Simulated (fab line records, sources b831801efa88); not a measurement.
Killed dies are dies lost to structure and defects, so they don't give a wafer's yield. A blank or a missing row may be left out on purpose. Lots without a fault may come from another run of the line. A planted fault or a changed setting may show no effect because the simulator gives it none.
Which tool did it? | flow sky130 | 13 lots, 36 wafers sampled, at 6 steps of a route of 708

WHAT THE GAUGES READ, wafer by wafer
SKY_FIELD_ISO_THK_MEAS_23.
lot  | measured    | on            | FIELD_ISO_OXIDATION_01_THK (nm)
L116 | day 2 11:18 | film_metro-04 | 10.20 10.05 10.25
L117 | day 2 19:59 | film_metro-02 | 9.92 10.13 10.09
L118 | day 2 22:52 | film_metro-02 | 9.90 10.17 9.85
L119 | day 3 05:20 | film_metro-02 | 10.14 10.11 9.92
L121 | day 3 16:13 | film_metro-04 | 9.75 9.60 9.66
L122 | day 3 18:47 | film_metro-02 | 9.87 9.88 10.00
L125 | day 4 11:42 | film_metro-02 | 9.78 10.02
L126 | day 4 17:30 | film_metro-02 | 9.78 9.79
L127 | day 4 21:41 | film_metro-02 | 9.97 9.98 9.90
L128 | day 5 02:04 | film_metro-02 | 10.02 10.09
L135 | day 6 15:41 | film_metro-01 | 10.02 9.89 10.01
L136 | day 6 21:02 | film_metro-04 | 10.17 10.00 10.04
L138 | day 7 06:43 | film_metro-02 | 10.14 9.78 9.82

SKY_FIELD_ISO_THK_MEAS_25.
lot  | measured    | on            | FIELD_ISO_CVD_24_THK (nm)
L116 | day 2 11:26 | film_metro-01 | 594 595 592
L117 | day 2 20:07 | film_metro-04 | 595 587 593
L118 | day 2 22:59 | film_metro-04 | 596 597 588
L119 | day 3 05:28 | film_metro-01 | 594 596 591
L121 | day 3 16:21 | film_metro-02 | 598 590 604
L122 | day 3 18:55 | film_metro-01 | 599 591 601
L125 | day 4 11:50 | film_metro-04 | 252 603
L126 | day 4 17:38 | film_metro-01 | 247 589
L127 | day 4 21:49 | film_metro-04 | 595 596 602
L128 | day 5 02:11 | film_metro-04 | 248 596
L135 | day 6 15:50 | film_metro-04 | 597 598 590
L136 | day 6 21:10 | film_metro-01 | 596 595 593
L138 | day 7 06:52 | film_metro-01 | 588 587 593

SKY_NWELL_THK_MEAS_02.
lot  | measured    | on            | NWELL_OXIDATION_THK (nm)
L116 | day 2 16:03 | film_metro-04 | 9.89 9.95 9.91
L117 | day 3 04:08 | film_metro-03 | 9.71 9.92 9.88
L118 | day 3 08:14 | film_metro-03 | 9.93 10.06 9.80
L119 | day 3 13:32 | film_metro-03 | 10.04 9.96 9.88
L121 | day 3 22:45 | film_metro-03 | 10.48 10.48 10.42
L122 | day 4 01:39 | film_metro-03 | 10.18 10.08 10.20
L125 | day 4 16:20 | film_metro-04 | 10.02
L126 | day 4 22:47 | film_metro-03 | 10.23
L127 | day 5 01:41 | film_metro-04 | 10.23 10.31 10.19
L128 | day 5 06:27 | film_metro-02 | 10.08
L135 | day 6 20:55 | film_metro-02 | 10.16 10.07 9.98
L136 | day 7 01:55 | film_metro-03 | 9.69 9.80 9.81
L138 | day 7 11:52 | film_metro-03 | 9.95 9.91 9.80

SKY_NWELL_OVL_MEAS_10.
lot  | measured     | on         | NWELL_00_OVL (nm)
L116 | day 4 16:42  | overlay-01 | -0.1 -1.8 -2.6
L117 | day 5 05:46  | overlay-01 | -1.1 -2.5 -0.6
L118 | day 5 10:06  | overlay-02 | -0.9 -0.5 -0.7
L119 | day 5 17:31  | overlay-02 | 2.8 1.3 3.0
L121 | day 6 02:48  | overlay-02 | -0.3 0.5 1.1
L122 | day 6 06:35  | overlay-02 | 2.1 1.2 0.4
L125 | day 6 23:49  | overlay-02 | -0.4
L126 | day 7 08:23  | overlay-01 | -1.5
L127 | day 7 11:22  | overlay-01 | -0.1 -1.6 -3.1
L128 | day 7 15:22  | overlay-01 | 1.9
L135 | day 9 11:20  | overlay-02 | -1.1 -1.0 -1.4
L136 | day 9 17:04  | overlay-02 | 0.0 1.6 0.5
L138 | day 10 03:06 | overlay-02 | 1.0 1.7 -0.1

WHICH TOOL RAN EACH LOT (tool, then ch and the chambers of the sampled wafers, then the start)
lot  | SKY_FIELD_ISO_CVD_24            | SKY_FIELD_ISO_CMP_27
L116 | hdpcvd-01 ch 0,1,2, day 2 11:20 | cmp-01 ch 0,2,3, day 2 13:48
L117 | hdpcvd-01 ch 0,1,2, day 2 20:03 | cmp-01 ch 1,2, day 2 21:41
L118 | hdpcvd-02 ch 0,2, day 2 22:55   | cmp-01 ch 0,1,2, day 3 03:07
L119 | hdpcvd-02 ch 0,1, day 3 05:22   | cmp-02 ch 0,2,3, day 3 09:43
L121 | hdpcvd-02 ch 0,1, day 3 16:17   | cmp-02 ch 1,2, day 3 18:45
L122 | hdpcvd-01 ch 0,1,2, day 3 18:51 | cmp-01 ch 0,1,2, day 3 21:55
L125 | hdpcvd-01 ch 0, day 4 11:46     | cmp-01 ch 0,3, day 4 13:29
L126 | hdpcvd-01 ch 0,2, day 4 17:34   | cmp-01 ch 1,3, day 4 20:02
L127 | hdpcvd-02 ch 0,1, day 4 21:45   | cmp-01 ch 1,2,3, day 4 23:23
L128 | hdpcvd-01 ch 2, day 5 02:07     | cmp-01 ch 3, day 5 03:48
L135 | hdpcvd-02 ch 0,2, day 6 15:44   | cmp-01 ch 0,2,3, day 6 18:40
L136 | hdpcvd-02 ch 0,2, day 6 21:05   | cmp-01 ch 0,1,3, day 6 22:49
L138 | hdpcvd-02 ch 1,2, day 7 06:47   | cmp-01 ch 2,3, day 7 08:28
- SKY_FIELD_ISO_CVD_24: deposits SiO2, target thk 595 nm, time 99.2 s.
- SKY_FIELD_ISO_CMP_27: polishes, stops on Si3N4, t overpolish 16 s, target thk 457.8 nm.

WHAT THE TOOLS THEMSELVES READ (means of the sampled wafers that have a number; where no wafer has one, the mark that the record gives instead)
SKY_FIELD_ISO_CMP_27.
lot  | tool   | motor_current_A (A) | slurry_flow_ml_min | time_to_endpoint_s (s)
L116 | cmp-01 | 11.6                | 149.9              | 117
L117 | cmp-01 | 12.6                | 150.3              | 117
L118 | cmp-01 | 12.4                | 150.3              | 115
L119 | cmp-02 | 12.4                | 150.1              | 116
L121 | cmp-02 | 12.7                | 150.6              | 121
L122 | cmp-01 | 12.0                | 149.9              | 114
L125 | cmp-01 | 11.3                | 150.3              | 78
L126 | cmp-01 | 10.9                | 149.8              | 75
L127 | cmp-01 | 11.0                | 150.3              | 105
L128 | cmp-01 | 10.2                | 150.3              | 78
L135 | cmp-01 | 11.8                | 149.7              | 111
L136 | cmp-01 | 11.4                | 149.8              | 114
L138 | cmp-01 | 11.9                | 150.1              | 110

THE ANSWER, worked out from the rows above alone
Rule: what is usual is taken from the lots themselves. Put in order of their means at a reading, lots are off if they are a third of the lots or fewer, leave a main group of 4 or more, and stand apart from it by a gap of 3 or more times the standard deviation of the main group's means; of several such gaps the widest counts. A main group whose means are all the same, to the digits that the tables above print for the reading, isn't used. A lot without any number at a reading at which 4 lots or more have one is off too. The other lots that the step has rows for count as sound. The gauges are gone through in route order, then the tools' own readings, and for those a lot's mean is taken as printed above. The first step at which some lot is off is used, and at that step the reading that is off furthest; a lot without a number counts as furthest.
Off: L125, L126, L128, at SKY_FIELD_ISO_THK_MEAS_25 (FIELD_ISO_CVD_24_THK). The main group: mean 594 nm, standard deviation 2.5.
A tool fits if, at a process step before that reading, it ran every lot that is off, and no sound lot after the first of them. The gauges at SKY_FIELD_ISO_THK_MEAS_25 aren't tried: what is off there is off at SKY_FIELD_ISO_CMP_27 too, on other tools, and a gauge's error can't cause that. One fits: hdpcvd-01 at SKY_FIELD_ISO_CVD_24. Its last sound lot is L122 (day 3 18:51), its first lot that is off L125 (day 4 11:46): a fault that began between those two fits.

WHAT THE SIMULATOR HAD PUT IN
Process parameter drift: hdpcvd-01, from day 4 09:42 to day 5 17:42, at SKY_FIELD_ISO_CVD_24. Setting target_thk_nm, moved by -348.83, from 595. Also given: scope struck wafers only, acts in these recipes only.
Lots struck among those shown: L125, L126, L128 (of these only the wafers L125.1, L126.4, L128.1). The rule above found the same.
